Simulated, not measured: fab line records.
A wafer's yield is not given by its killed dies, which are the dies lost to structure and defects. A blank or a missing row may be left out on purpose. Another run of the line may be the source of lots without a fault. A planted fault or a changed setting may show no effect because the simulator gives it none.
Chamber matching :: flow sky130 :: SKY_VIA1_ETCH_15 on rie_diel-03: 3 sister chambers
The step etches SiO2 in C4F8/O2/Ar, stops on TiN, target depth 351 nm, time 54 s. 6 wafers are shown with their chamber, then 4 later ones without.

WAFERS WITH THEIR CHAMBER
wafer: L279.6
chamber: 1
chamber_pressure_mTorr (mTorr): 40.00
oes_product_au (a.u.): 0.983

wafer: L283.2
chamber: 2
chamber_pressure_mTorr (mTorr): 40.00
oes_product_au (a.u.): 0.984

wafer: L283.4
chamber: 0
chamber_pressure_mTorr (mTorr): 40.03
oes_product_au (a.u.): 0.985

wafer: L294.1
chamber: 2
chamber_pressure_mTorr (mTorr): 40.00
oes_product_au (a.u.): 0.981

wafer: L294.3
chamber: 0
chamber_pressure_mTorr (mTorr): 40.01
oes_product_au (a.u.): 0.973

wafer: L294.6
chamber: 1
chamber_pressure_mTorr (mTorr): 40.05
oes_product_au (a.u.): 0.981

WAFERS WITHOUT THEIR CHAMBER
wafer: L295.2
chamber_pressure_mTorr (mTorr): 39.97
oes_product_au (a.u.): 0.980

wafer: L295.4
chamber_pressure_mTorr (mTorr): 40.04
oes_product_au (a.u.): 0.977

wafer: L297.2
chamber_pressure_mTorr (mTorr): 40.03
oes_product_au (a.u.): 0.985

wafer: L297.5
chamber_pressure_mTorr (mTorr): 39.96
oes_product_au (a.u.): 0.978

WHICH CHAMBER EACH ONE RAN IN
wafer: L295.2
from the rows above: can't be placed: 2 or 0 or 1
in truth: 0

wafer: L295.4
from the rows above: can't be placed: 0 or 1 or 2
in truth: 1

wafer: L297.2
from the rows above: can't be placed: 1 or 0 or 2
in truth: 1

wafer: L297.5
from the rows above: can't be placed: 2 or 0 or 1
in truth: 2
Correctly placed: 0 of 4. Cannot be placed on the basis of these rows: 4; the candidates contain the true chamber in 4. 0 placed wrongly.
How it was worked out, from the rows above alone: a wafer's distance from a chamber is the root of the sum, over the readings, of the square of ((its reading less the chamber's mean) divided by the reading's scatter). If the next closest chamber is less than 2 further off than the closest, the wafer can't be placed; otherwise it belongs to the closest. A chamber's mean is the mean of its shown wafers. The scatter: take each reading less its chamber's mean, square it, sum over the shown wafers, divide by the number of wafers less the number of chambers, and take the root.
